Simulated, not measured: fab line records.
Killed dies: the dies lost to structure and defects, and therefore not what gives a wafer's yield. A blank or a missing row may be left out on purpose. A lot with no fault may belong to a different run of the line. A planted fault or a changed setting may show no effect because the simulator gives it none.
fab line records / flow gf180mcu
[record] lots = 7 wafers = 21 lastDay = 33
route steps=602 shown HV_LDD@227 NSD@235
lots that met no fault: taken from a fault-free run of the same line
startH: hours from the record's first day to the start of the lot's first wafer shown / waitH: time in hours since the lot's previous step / " the same as in the row above / L1.1+2: a single row standing in for several wafers / - no value, or no start was given / * or withheld: withheld / < > ~ a bound
route shown NAME@n: a module of which the file shows steps, and the number in the route of the first / usual: the fault-free wafers' mean and standard deviation / same: alike in all rows / chamber/n: place in a boat / sites: per-site readings / _std_site: the values' standard deviation / _edge_site: inner sites' mean taken away from outer sites' mean / radiusMm: for every site, how far away it sits from the centre of the wafer / mask NAME#n: copy n / behind: the most recent tool/chamber to have shaped the wafer / hold: what put the lot on hold/how long, in hours/how the hold closed / device: the n, p or np transistor that did not switch / end of line: at the end of the route, the tests of the same wafers / a step without rows: its recipe alone / killed: dies lost to structure and defects at the first sort, not the wafer's yield / map: a wafer's dies, x killed, . not, _ none there
set.NAME: the setting that was run; set.NAME@STEP: the one run at that earlier step / model.NAME: the simulator's own value behind a step, which no gauge read
a table for each step, a row for each wafer; lots at some steps of the route
services: from which hour (startH, from the record's first day; less than 0 if before it) a tool's chamber was out of use, for how many hours, and why
[[steps]]
[step GF_HV_LDD_CLEAN_51]
[recipe] chemistry = SC1/SC2 mix = 1:4:20 tempC = 70 timeS = 150 dry = n2Spin
[step GF_HV_LDD_RTA_52]
[recipe] tempC = 1000 timeS = 10 ambient = N2
[usual] lampPowerPct = 32.9/0.44 wafer_temp_C_max = 1003.4/1.1
lot.wafer=L669.1 tool=rtpAnneal-02 chamber=0 startH=274.13 waitH=0.0 lampPowerPct=33.4 wafer_temp_C_max=1002.2
lot.wafer=L669.3 tool=rtpAnneal-02 chamber=0 startH=274.13 waitH=0.0 lampPowerPct=33.4 wafer_temp_C_max=1003.6
lot.wafer=L669.4 tool=rtpAnneal-02 chamber=0 startH=274.13 waitH=0.0 lampPowerPct=33.4 wafer_temp_C_max=1002.4
lot.wafer=L670.3 tool=rtpAnneal-01 chamber=0 startH=277.85 waitH=0.0 lampPowerPct=32.5 wafer_temp_C_max=1003.5
lot.wafer=L670.4 tool=rtpAnneal-01 chamber=0 startH=277.85 waitH=0.0 lampPowerPct=32.5 wafer_temp_C_max=1003.6
lot.wafer=L670.5 tool=rtpAnneal-01 chamber=0 startH=277.85 waitH=0.0 lampPowerPct=32.5 wafer_temp_C_max=1004.1
lot.wafer=L683.2 tool=rtpAnneal-02 chamber=0 startH=385.59 waitH=0.0 lampPowerPct=33.3 wafer_temp_C_max=1003.4
lot.wafer=L683.4 tool=rtpAnneal-02 chamber=0 startH=385.59 waitH=0.0 lampPowerPct=33.4 wafer_temp_C_max=1003.0
lot.wafer=L683.6 tool=rtpAnneal-02 chamber=0 startH=385.59 waitH=0.0 lampPowerPct=33.3 wafer_temp_C_max=1002.3
lot.wafer=L684.1 tool=rtpAnneal-02 chamber=0 startH=397.37 waitH=0.0 lampPowerPct=33.4 wafer_temp_C_max=1002.5
lot.wafer=L684.2 tool=rtpAnneal-02 chamber=0 startH=397.37 waitH=0.0 lampPowerPct=33.4 wafer_temp_C_max=1002.4
lot.wafer=L684.6 tool=rtpAnneal-02 chamber=0 startH=397.37 waitH=0.0 lampPowerPct=33.3 wafer_temp_C_max=1002.5
lot.wafer=L685.1 tool=rtpAnneal-02 chamber=0 startH=401.12 waitH=0.0 lampPowerPct=33.4 wafer_temp_C_max=1001.7
lot.wafer=L685.2 tool=rtpAnneal-02 chamber=0 startH=401.12 waitH=0.0 lampPowerPct=33.4 wafer_temp_C_max=1002.1
lot.wafer=L685.6 tool=rtpAnneal-02 chamber=0 startH=401.12 waitH=0.0 lampPowerPct=33.4 wafer_temp_C_max=1002.5
lot.wafer=L686.1 tool=rtpAnneal-01 chamber=0 startH=404.37 waitH=0.0 lampPowerPct=32.5 wafer_temp_C_max=1004.3
lot.wafer=L686.2 tool=rtpAnneal-01 chamber=0 startH=404.37 waitH=0.0 lampPowerPct=32.5 wafer_temp_C_max=1004.4
lot.wafer=L686.6 tool=rtpAnneal-01 chamber=0 startH=404.37 waitH=0.0 lampPowerPct=32.5 wafer_temp_C_max=1004.6
lot.wafer=L687.2 tool=rtpAnneal-01 chamber=0 startH=413.40 waitH=0.0 lampPowerPct=32.5 wafer_temp_C_max=1004.1
lot.wafer=L687.3 tool=rtpAnneal-01 chamber=0 startH=413.40 waitH=0.0 lampPowerPct=32.5 wafer_temp_C_max=1003.6
lot.wafer=L687.4 tool=rtpAnneal-01 chamber=0 startH=413.40 waitH=0.0 lampPowerPct=32.5 wafer_temp_C_max=1004.6
[step GF_HV_LDD_RS_MEAS_53]
[recipe] thkMeasGauge = four-point-probe
[usual] HV_LDD_RS = 418.4/0.85
lot.wafer=L669.1 tool=filmMetro-03 chamber=- startH=274.19 waitH=0.1 HV_LDD_RS[ohm/sq]=418.8
lot.wafer=L669.3 tool=filmMetro-03 chamber=- startH=274.19 waitH=0.1 HV_LDD_RS[ohm/sq]=418.2
lot.wafer=L669.4 tool=filmMetro-03 chamber=- startH=274.19 waitH=0.1 HV_LDD_RS[ohm/sq]=417.9
lot.wafer=L670.3 tool=filmMetro-02 chamber=- startH=277.93 waitH=0.1 HV_LDD_RS[ohm/sq]=417.9
lot.wafer=L670.4 tool=filmMetro-02 chamber=- startH=277.93 waitH=0.1 HV_LDD_RS[ohm/sq]=418.6
lot.wafer=L670.5 tool=filmMetro-02 chamber=- startH=277.93 waitH=0.1 HV_LDD_RS[ohm/sq]=417.2
lot.wafer=L683.2 tool=filmMetro-02 chamber=- startH=385.66 waitH=0.1 HV_LDD_RS[ohm/sq]=418.6
lot.wafer=L683.4 tool=filmMetro-02 chamber=- startH=385.66 waitH=0.1 HV_LDD_RS[ohm/sq]=418.4
lot.wafer=L683.6 tool=filmMetro-02 chamber=- startH=385.66 waitH=0.1 HV_LDD_RS[ohm/sq]=419.1
lot.wafer=L684.1 tool=filmMetro-02 chamber=- startH=397.44 waitH=0.1 HV_LDD_RS[ohm/sq]=417.6
lot.wafer=L684.2 tool=filmMetro-02 chamber=- startH=397.44 waitH=0.1 HV_LDD_RS[ohm/sq]=418.2
lot.wafer=L684.6 tool=filmMetro-02 chamber=- startH=397.44 waitH=0.1 HV_LDD_RS[ohm/sq]=418.7
lot.wafer=L685.1 tool=filmMetro-02 chamber=- startH=401.19 waitH=0.1 HV_LDD_RS[ohm/sq]=417.6
lot.wafer=L685.2 tool=filmMetro-02 chamber=- startH=401.19 waitH=0.1 HV_LDD_RS[ohm/sq]=417.1
lot.wafer=L685.6 tool=filmMetro-02 chamber=- startH=401.19 waitH=0.1 HV_LDD_RS[ohm/sq]=418.1
lot.wafer=L686.1 tool=filmMetro-03 chamber=- startH=404.50 waitH=0.1 HV_LDD_RS[ohm/sq]=418.3
lot.wafer=L686.2 tool=filmMetro-03 chamber=- startH=404.50 waitH=0.1 HV_LDD_RS[ohm/sq]=419.4
lot.wafer=L686.6 tool=filmMetro-03 chamber=- startH=404.50 waitH=0.1 HV_LDD_RS[ohm/sq]=418.1
lot.wafer=L687.2 tool=filmMetro-02 chamber=- startH=413.53 waitH=0.1 HV_LDD_RS[ohm/sq]=418.1
lot.wafer=L687.3 tool=filmMetro-02 chamber=- startH=413.53 waitH=0.1 HV_LDD_RS[ohm/sq]=417.4
lot.wafer=L687.4 tool=filmMetro-02 chamber=- startH=413.53 waitH=0.1 HV_LDD_RS[ohm/sq]=417.8
[step GF_HV_LDD_CVD_54]
[recipe] material = SiO2 targetThkNm = 10 precursor = TEOS tempC = 680 timeS = 75 pressureMtorr = 400
[step GF_HV_LDD_THK_MEAS_55]
[recipe] reads = SiO2_of_HV_LDD_CVD_54
[usual] HV_LDD_CVD_54_THK = 10.03/0.12
lot.wafer=L669.1 tool=filmMetro-02 chamber=- startH=275.53 waitH=0.0 HV_LDD_CVD_54_THK[nm]=9.97
lot.wafer=L669.3 tool=filmMetro-02 chamber=- startH=275.53 waitH=0.0 HV_LDD_CVD_54_THK[nm]=10.08
lot.wafer=L669.4 tool=filmMetro-02 chamber=- startH=275.53 waitH=0.0 HV_LDD_CVD_54_THK[nm]=9.99
lot.wafer=L670.3 tool=filmMetro-04 chamber=- startH=279.08 waitH=0.0 HV_LDD_CVD_54_THK[nm]=9.79
lot.wafer=L670.4 tool=filmMetro-04 chamber=- startH=279.08 waitH=0.0 HV_LDD_CVD_54_THK[nm]=9.79
lot.wafer=L670.5 tool=filmMetro-04 chamber=- startH=279.08 waitH=0.0 HV_LDD_CVD_54_THK[nm]=9.83
lot.wafer=L683.2 tool=filmMetro-02 chamber=- startH=386.79 waitH=0.0 HV_LDD_CVD_54_THK[nm]=10.02
lot.wafer=L683.4 tool=filmMetro-02 chamber=- startH=386.79 waitH=0.0 HV_LDD_CVD_54_THK[nm]=9.96
lot.wafer=L683.6 tool=filmMetro-02 chamber=- startH=386.79 waitH=0.0 HV_LDD_CVD_54_THK[nm]=10.03
lot.wafer=L684.1 tool=filmMetro-03 chamber=- startH=398.58 waitH=0.0 HV_LDD_CVD_54_THK[nm]=9.98
lot.wafer=L684.2 tool=filmMetro-03 chamber=- startH=398.58 waitH=0.0 HV_LDD_CVD_54_THK[nm]=10.15
lot.wafer=L684.6 tool=filmMetro-03 chamber=- startH=398.58 waitH=0.0 HV_LDD_CVD_54_THK[nm]=9.94
lot.wafer=L685.1 tool=filmMetro-04 chamber=- startH=402.33 waitH=0.0 HV_LDD_CVD_54_THK[nm]=9.94
lot.wafer=L685.2 tool=filmMetro-04 chamber=- startH=402.33 waitH=0.0 HV_LDD_CVD_54_THK[nm]=9.91
lot.wafer=L685.6 tool=filmMetro-04 chamber=- startH=402.33 waitH=0.0 HV_LDD_CVD_54_THK[nm]=10.00
lot.wafer=L686.1 tool=filmMetro-04 chamber=- startH=405.64 waitH=0.0 HV_LDD_CVD_54_THK[nm]=9.92
lot.wafer=L686.2 tool=filmMetro-04 chamber=- startH=405.64 waitH=0.0 HV_LDD_CVD_54_THK[nm]=9.83
lot.wafer=L686.6 tool=filmMetro-04 chamber=- startH=405.64 waitH=0.0 HV_LDD_CVD_54_THK[nm]=9.95
lot.wafer=L687.2 tool=filmMetro-04 chamber=- startH=414.66 waitH=0.0 HV_LDD_CVD_54_THK[nm]=9.97
lot.wafer=L687.3 tool=filmMetro-04 chamber=- startH=414.66 waitH=0.0 HV_LDD_CVD_54_THK[nm]=10.07
lot.wafer=L687.4 tool=filmMetro-04 chamber=- startH=414.66 waitH=0.0 HV_LDD_CVD_54_THK[nm]=10.10
[step GF_HV_LDD_CVD_56]
[recipe] material = Si3N4 precursor = DCS/NH3 targetThkNm = 90 tempC = 770 timeS = 1543 pressureMtorr = 250
[step GF_HV_LDD_THK_MEAS_57]
[recipe] reads = Si3N4_of_HV_LDD_CVD_56
[usual] HV_LDD_CVD_56_THK = 89.9/0.92
lot.wafer=L669.1 tool=filmMetro-04 chamber=- startH=277.02 waitH=0.0 HV_LDD_CVD_56_THK[nm]=90.1
lot.wafer=L669.3 tool=filmMetro-04 chamber=- startH=277.02 waitH=0.0 HV_LDD_CVD_56_THK[nm]=89.6
lot.wafer=L669.4 tool=filmMetro-04 chamber=- startH=277.02 waitH=0.0 HV_LDD_CVD_56_THK[nm]=90.2
lot.wafer=L670.3 tool=filmMetro-03 chamber=- startH=280.57 waitH=0.0 HV_LDD_CVD_56_THK[nm]=90.2
lot.wafer=L670.4 tool=filmMetro-03 chamber=- startH=280.57 waitH=0.0 HV_LDD_CVD_56_THK[nm]=90.7
lot.wafer=L670.5 tool=filmMetro-03 chamber=- startH=280.57 waitH=0.0 HV_LDD_CVD_56_THK[nm]=90.5
lot.wafer=L683.2 tool=filmMetro-04 chamber=- startH=388.28 waitH=0.0 HV_LDD_CVD_56_THK[nm]=88.3
lot.wafer=L683.4 tool=filmMetro-04 chamber=- startH=388.28 waitH=0.0 HV_LDD_CVD_56_THK[nm]=89.2
lot.wafer=L683.6 tool=filmMetro-04 chamber=- startH=388.28 waitH=0.0 HV_LDD_CVD_56_THK[nm]=88.9
lot.wafer=L684.1 tool=filmMetro-04 chamber=- startH=400.53 waitH=0.0 HV_LDD_CVD_56_THK[nm]=89.0
lot.wafer=L684.2 tool=filmMetro-04 chamber=- startH=400.53 waitH=0.0 HV_LDD_CVD_56_THK[nm]=89.7
lot.wafer=L684.6 tool=filmMetro-04 chamber=- startH=400.53 waitH=0.0 HV_LDD_CVD_56_THK[nm]=89.7
lot.wafer=L685.1 tool=filmMetro-04 chamber=- startH=403.82 waitH=0.0 HV_LDD_CVD_56_THK[nm]=90.9
lot.wafer=L685.2 tool=filmMetro-04 chamber=- startH=403.82 waitH=0.0 HV_LDD_CVD_56_THK[nm]=89.7
lot.wafer=L685.6 tool=filmMetro-04 chamber=- startH=403.82 waitH=0.0 HV_LDD_CVD_56_THK[nm]=90.8
lot.wafer=L686.1 tool=filmMetro-03 chamber=- startH=407.13 waitH=0.0 HV_LDD_CVD_56_THK[nm]=89.5
lot.wafer=L686.2 tool=filmMetro-03 chamber=- startH=407.13 waitH=0.0 HV_LDD_CVD_56_THK[nm]=88.6
lot.wafer=L686.6 tool=filmMetro-03 chamber=- startH=407.13 waitH=0.0 HV_LDD_CVD_56_THK[nm]=89.9
lot.wafer=L687.2 tool=filmMetro-02 chamber=- startH=416.15 waitH=0.0 HV_LDD_CVD_56_THK[nm]=88.7
lot.wafer=L687.3 tool=filmMetro-02 chamber=- startH=416.15 waitH=0.0 HV_LDD_CVD_56_THK[nm]=89.2
lot.wafer=L687.4 tool=filmMetro-02 chamber=- startH=416.15 waitH=0.0 HV_LDD_CVD_56_THK[nm]=89.4
[step GF_HV_LDD_ETCHBACK_58]
[recipe] chemistry = CH3F/O2 target = Si3N4 stopOn = SiO2 sourceW = 400 biasW = 80 pressureMtorr = 25 ch3fFlowSccm = 40 O2_flow_sccm = 30 timeS = 100 targetDepthA = 900
[usual] chamberPressureMTorr = 25.000/0.023 drypumpMotorCurrentA = 5.8/0.55 oesProductAu = 0.842/0.007 throttleValvePct = 10.561/0.0098
lot.wafer=L669.1 tool=rieDiel-02 chamber=1 startH=277.08 waitH=0.1 chamberPressureMTorr=24.981 drypumpMotorCurrentA=5.3 oesProductAu=0.846 rfHoursCounterH=17 throttleValvePct=10.560
lot.wafer=L669.3 tool=rieDiel-02 chamber=0 startH=277.08 waitH=0.1 chamberPressureMTorr=25.034 drypumpMotorCurrentA=5.6 oesProductAu=0.841 rfHoursCounterH=60 throttleValvePct=10.573
lot.wafer=L669.4 tool=rieDiel-02 chamber=2 startH=277.08 waitH=0.1 chamberPressureMTorr=24.969 drypumpMotorCurrentA=5.2 oesProductAu=0.842 rfHoursCounterH=- throttleValvePct=10.563
lot.wafer=L670.3 tool=rieDiel-04 chamber=3 startH=280.61 waitH=0.0 chamberPressureMTorr=24.971 drypumpMotorCurrentA=6.3 oesProductAu=0.850 rfHoursCounterH=77 throttleValvePct=10.558
lot.wafer=L670.4 tool=rieDiel-04 chamber=2 startH=280.61 waitH=0.0 chamberPressureMTorr=25.003 drypumpMotorCurrentA=6.4 oesProductAu=0.853 rfHoursCounterH=5 throttleValvePct=10.567
lot.wafer=L670.5 tool=rieDiel-04 chamber=1 startH=280.61 waitH=0.0 chamberPressureMTorr=24.983 drypumpMotorCurrentA=6.3 oesProductAu=0.847 rfHoursCounterH=- throttleValvePct=10.559
lot.wafer=L683.2 tool=rieDiel-03 chamber=3 startH=388.33 waitH=0.0 chamberPressureMTorr=24.970 drypumpMotorCurrentA=6.4 oesProductAu=0.838 rfHoursCounterH=87 throttleValvePct=10.562
lot.wafer=L683.4 tool=rieDiel-03 chamber=1 startH=388.33 waitH=0.0 chamberPressureMTorr=24.940 drypumpMotorCurrentA=4.7 oesProductAu=0.846 rfHoursCounterH=13 throttleValvePct=10.564
lot.wafer=L683.6 tool=rieDiel-03 chamber=0 startH=388.33 waitH=0.0 chamberPressureMTorr=24.975 drypumpMotorCurrentA=5.4 oesProductAu=0.828 rfHoursCounterH=- throttleValvePct=10.568
lot.wafer=L684.1 tool=rieDiel-02 chamber=2 startH=400.59 waitH=0.1 chamberPressureMTorr=25.008 drypumpMotorCurrentA=5.2 oesProductAu=0.834 rfHoursCounterH=5 throttleValvePct=10.556
lot.wafer=L684.2 tool=rieDiel-02 chamber=1 startH=400.59 waitH=0.1 chamberPressureMTorr=25.006 drypumpMotorCurrentA=5.3 oesProductAu=0.849 rfHoursCounterH=20 throttleValvePct=10.545
lot.wafer=L684.6 tool=rieDiel-02 chamber=0 startH=400.59 waitH=0.1 chamberPressureMTorr=25.039 drypumpMotorCurrentA=5.6 oesProductAu=0.838 rfHoursCounterH=- throttleValvePct=10.567
lot.wafer=L685.1 tool=rieDiel-04 chamber=0 startH=403.88 waitH=0.1 chamberPressureMTorr=25.025 drypumpMotorCurrentA=5.9 oesProductAu=0.853 rfHoursCounterH=6 throttleValvePct=10.549
lot.wafer=L685.2 tool=rieDiel-04 chamber=3 startH=403.88 waitH=0.1 chamberPressureMTorr=25.005 drypumpMotorCurrentA=6.2 oesProductAu=0.837 rfHoursCounterH=80 throttleValvePct=10.572
lot.wafer=L685.6 tool=rieDiel-04 chamber=3 startH=403.88 waitH=0.1 chamberPressureMTorr=24.959 drypumpMotorCurrentA=6.3 oesProductAu=0.853 rfHoursCounterH=- throttleValvePct=10.568
lot.wafer=L686.1 tool=rieDiel-02 chamber=0 startH=407.19 waitH=0.1 chamberPressureMTorr=25.000 drypumpMotorCurrentA=5.6 oesProductAu=0.850 rfHoursCounterH=63 throttleValvePct=10.571
lot.wafer=L686.2 tool=rieDiel-02 chamber=2 startH=407.19 waitH=0.1 chamberPressureMTorr=25.019 drypumpMotorCurrentA=5.2 oesProductAu=0.837 rfHoursCounterH=5 throttleValvePct=10.562
lot.wafer=L686.6 tool=rieDiel-02 chamber=0 startH=407.19 waitH=0.1 chamberPressureMTorr=24.967 drypumpMotorCurrentA=5.6 oesProductAu=0.846 rfHoursCounterH=- throttleValvePct=10.559
lot.wafer=L687.2 tool=rieDiel-03 chamber=3 startH=416.20 waitH=0.0 chamberPressureMTorr=24.985 drypumpMotorCurrentA=6.4 oesProductAu=0.833 rfHoursCounterH=88 throttleValvePct=10.555
lot.wafer=L687.3 tool=rieDiel-03 chamber=1 startH=416.20 waitH=0.0 chamberPressureMTorr=25.038 drypumpMotorCurrentA=4.8 oesProductAu=0.838 rfHoursCounterH=14 throttleValvePct=10.557
lot.wafer=L687.4 tool=rieDiel-03 chamber=0 startH=416.20 waitH=0.0 chamberPressureMTorr=25.025 drypumpMotorCurrentA=5.3 oesProductAu=0.841 rfHoursCounterH=86 throttleValvePct=10.555
[step GF_NSD_DEHYDRATE_00]
[recipe] tempC = 200 timeS = 60
[step GF_NSD_HMDS_01]
[recipe] primeTimeS = 60 primeTempC = 120
[step GF_NSD_COAT_02]
[recipe] resist = NOVOLAK spinRpm = 3000 resistThkNm = 1000
[step GF_NSD_SOFTBAKE_03]
[recipe] tempC = 90 timeS = 60 resist = NOVOLAK
[step GF_NSD_EXPOSE_04]
[recipe] maskId = Nplus targetCdNm = 400 na = 0.6 sourceShape = conventional sigmaOuter = 0.6 doseMj = 140
lot.wafer=L669.1+3+4 tool=ilineStepper-02 chamber=0 startH=286.36 waitH=- mask=Nplus#0 model.NSD.overlayXNm=-0.1262
lot.wafer=L670.3+4+5 tool=ilineStepper-01 chamber=0 startH=291.23 waitH=- mask=Nplus#0 model.NSD.overlayXNm=-0.1213
lot.wafer=L683.2+4+6 tool=ilineStepper-01 chamber=0 startH=399.50 waitH=- mask=Nplus#0 model.NSD.overlayXNm=-140.8
lot.wafer=L684.1+2+6 tool=ilineStepper-02 chamber=0 startH=412.53 waitH=- mask=Nplus#0 model.NSD.overlayXNm=-0.8453
lot.wafer=L685.1+2+6 tool=ilineStepper-01 chamber=0 startH=415.73 waitH=- mask=Nplus#0 model.NSD.overlayXNm=-141.3
lot.wafer=L686.1+2+6 tool=ilineStepper-01 chamber=0 startH=418.85 waitH=- mask=Nplus#0 model.NSD.overlayXNm=-142.1
lot.wafer=L687.2+3+4 tool=ilineStepper-02 chamber=0 startH=427.85 waitH=- mask=Nplus#0 model.NSD.overlayXNm=0.2002
[step GF_NSD_PEB_05]
[recipe] tempC = withheld timeS = * resist = NOVOLAK
[step GF_NSD_DEVELOP_06]
[recipe] developTimeS = 60 devTempC = 21.96
[step GF_NSD_CD_MEAS_07]
[recipe] targetCdNm = 400
[usual] cdNm = 400.0/2
lot.wafer=L669.1 tool=cdSem-02 chamber=- startH=296.86 waitH=0.1 cdNm=400.6
lot.wafer=L669.3 tool=cdSem-02 chamber=- startH=296.86 waitH=0.1 cdNm=399.3
lot.wafer=L669.4 tool=cdSem-02 chamber=- startH=296.86 waitH=0.1 cdNm=399.8
lot.wafer=L670.3 tool=cdSem-02 chamber=- startH=300.95 waitH=0.1 cdNm=398.8
lot.wafer=L670.4 tool=cdSem-02 chamber=- startH=300.95 waitH=0.1 cdNm=400.3
lot.wafer=L670.5 tool=cdSem-02 chamber=- startH=300.95 waitH=0.1 cdNm=400.6
lot.wafer=L683.2 tool=cdSem-01 chamber=- startH=410.67 waitH=0.1 cdNm=398.3
lot.wafer=L683.4 tool=cdSem-01 chamber=- startH=410.67 waitH=0.1 cdNm=397.1
lot.wafer=L683.6 tool=cdSem-01 chamber=- startH=410.67 waitH=0.1 cdNm=397.9
lot.wafer=L684.1 tool=cdSem-01 chamber=- startH=423.56 waitH=0.1 cdNm=402.6
lot.wafer=L684.2 tool=cdSem-01 chamber=- startH=423.56 waitH=0.1 cdNm=398.5
lot.wafer=L684.6 tool=cdSem-01 chamber=- startH=423.56 waitH=0.1 cdNm=402.0
lot.wafer=L685.1 tool=cdSem-02 chamber=- startH=427.15 waitH=0.1 cdNm=398.1
lot.wafer=L685.2 tool=cdSem-02 chamber=- startH=427.15 waitH=0.1 cdNm=398.8
lot.wafer=L685.6 tool=cdSem-02 chamber=- startH=427.15 waitH=0.1 cdNm=397.4
lot.wafer=L686.1 tool=cdSem-02 chamber=- startH=430.00 waitH=0.1 cdNm=402.5
lot.wafer=L686.2 tool=cdSem-02 chamber=- startH=430.00 waitH=0.1 cdNm=401.2
lot.wafer=L686.6 tool=cdSem-02 chamber=- startH=430.00 waitH=0.1 cdNm=401.4
lot.wafer=L687.2 tool=cdSem-02 chamber=- startH=440.07 waitH=0.1 cdNm=400.6
lot.wafer=L687.3 tool=cdSem-02 chamber=- startH=440.07 waitH=0.1 cdNm=404.7
lot.wafer=L687.4 tool=cdSem-02 chamber=- startH=440.07 waitH=0.1 cdNm=400.4
[step GF_NSD_OVL_MEAS_08]
[usual] NSD_OVL = 0.6/1.2
lot.wafer=L669.1 tool=overlay-01 chamber=- startH=296.98 waitH=0.1 NSD_OVL[nm]=0.3
lot.wafer=L669.3 tool=overlay-01 chamber=- startH=296.98 waitH=0.1 NSD_OVL[nm]=0.9
lot.wafer=L669.4 tool=overlay-01 chamber=- startH=296.98 waitH=0.1 NSD_OVL[nm]=-0.6
lot.wafer=L670.3 tool=overlay-01 chamber=- startH=301.04 waitH=0.1 NSD_OVL[nm]=0.0
lot.wafer=L670.4 tool=overlay-01 chamber=- startH=301.04 waitH=0.1 NSD_OVL[nm]=-1.3
lot.wafer=L670.5 tool=overlay-01 chamber=- startH=301.04 waitH=0.1 NSD_OVL[nm]=0.8
lot.wafer=L683.2 tool=overlay-02 chamber=- startH=410.78 waitH=0.1 NSD_OVL[nm]=-140.7
lot.wafer=L683.4 tool=overlay-02 chamber=- startH=410.78 waitH=0.1 NSD_OVL[nm]=-141.9
lot.wafer=L683.6 tool=overlay-02 chamber=- startH=410.78 waitH=0.1 NSD_OVL[nm]=-139.6
lot.wafer=L684.1 tool=overlay-01 chamber=- startH=423.68 waitH=0.1 NSD_OVL[nm]=-0.2
lot.wafer=L684.2 tool=overlay-01 chamber=- startH=423.68 waitH=0.1 NSD_OVL[nm]=0.2
lot.wafer=L684.6 tool=overlay-01 chamber=- startH=423.68 waitH=0.1 NSD_OVL[nm]=-0.8
lot.wafer=L685.1 tool=overlay-02 chamber=- startH=427.27 waitH=0.1 NSD_OVL[nm]=-139.5
lot.wafer=L685.2 tool=overlay-02 chamber=- startH=427.27 waitH=0.1 NSD_OVL[nm]=-141.2
lot.wafer=L685.6 tool=overlay-02 chamber=- startH=427.27 waitH=0.1 NSD_OVL[nm]=-141.1
lot.wafer=L686.1 tool=overlay-01 chamber=- startH=430.12 waitH=0.1 NSD_OVL[nm]=-141.6
lot.wafer=L686.2 tool=overlay-01 chamber=- startH=430.12 waitH=0.1 NSD_OVL[nm]=-139.6
lot.wafer=L686.6 tool=overlay-01 chamber=- startH=430.12 waitH=0.1 NSD_OVL[nm]=-139.9
lot.wafer=L687.2 tool=overlay-02 chamber=- startH=440.18 waitH=0.1 NSD_OVL[nm]=0.0
lot.wafer=L687.3 tool=overlay-02 chamber=- startH=440.18 waitH=0.1 NSD_OVL[nm]=0.1
lot.wafer=L687.4 tool=overlay-02 chamber=- startH=440.18 waitH=0.1 NSD_OVL[nm]=1.4
[step GF_NSD_IMPLANT_09]
[recipe] species = As energyKev = 60 doseCm2 = 4e+15 tiltDeg = 7
[[services]]
tool=rieDiel-02 chamber=3 startH=260.50 hours=27.6 kind=repair
tool=rieDiel-04 chamber=- startH=265.53 hours=2.8 kind=pm
tool=ilineStepper-01 chamber=- startH=278.79 hours=4.4 kind=pm
tool=ilineStepper-01 chamber=- startH=293.76 hours=2.1 kind=pm
tool=ilineStepper-01 chamber=- startH=295.85 hours=- kind=consumableReplace:lamp
tool=rieDiel-03 chamber=- startH=297.77 hours=1.2 kind=repair
tool=rieDiel-02 chamber=- startH=304.79 hours=14.6 kind=pm
tool=rieDiel-03 chamber=2 startH=308.82 hours=5.4 kind=repair
tool=rieDiel-02 chamber=2 startH=322.71 hours=3.7 kind=repair
tool=rieDiel-04 chamber=2 startH=322.77 hours=8.8 kind=repair
tool=rieDiel-03 chamber=2 startH=336.42 hours=5.9 kind=repair
tool=rieDiel-03 chamber=3 startH=366.17 hours=10.6 kind=repair
tool=ilineStepper-02 chamber=0 startH=390.19 hours=- kind=calibration
tool=ilineStepper-02 chamber=- startH=402.82 hours=1.7 kind=pm
[[key]]
[firstSign] step = GF_NSD_OVL_MEAS_08 reading = NSD_OVL direction = down sigmas = 99+ usual = 0.6 struck = -140.6
effect none on later readings
[modelEffect] step = GF_NSD_EXPOSE_04 value = NSD.overlayXNm without = 0.3658 struck = -141.4
metAt GF_NSD_EXPOSE_04
struckWafers L683.2,L683.4,L683.6,L685.1,L685.2,L685.6,L686.1,L686.2,L686.6
testerLeftOut L683,L685,L686
onsetBetween 291.23 399.50
[fault] kind = scannerMatchingOverlay tool = ilineStepper-01 chamber = - onsetH = 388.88 steps = GF_NSD_EXPOSE_04 offset = -141.79
// testerLeftOut: of these lots the tester's yield and bins aren't shown, on N5 and GAA mostly nor the transistor test; their killed dies are dies lost to structure and defects alone, not to doping, threshold or leakage, so they don't give the yield
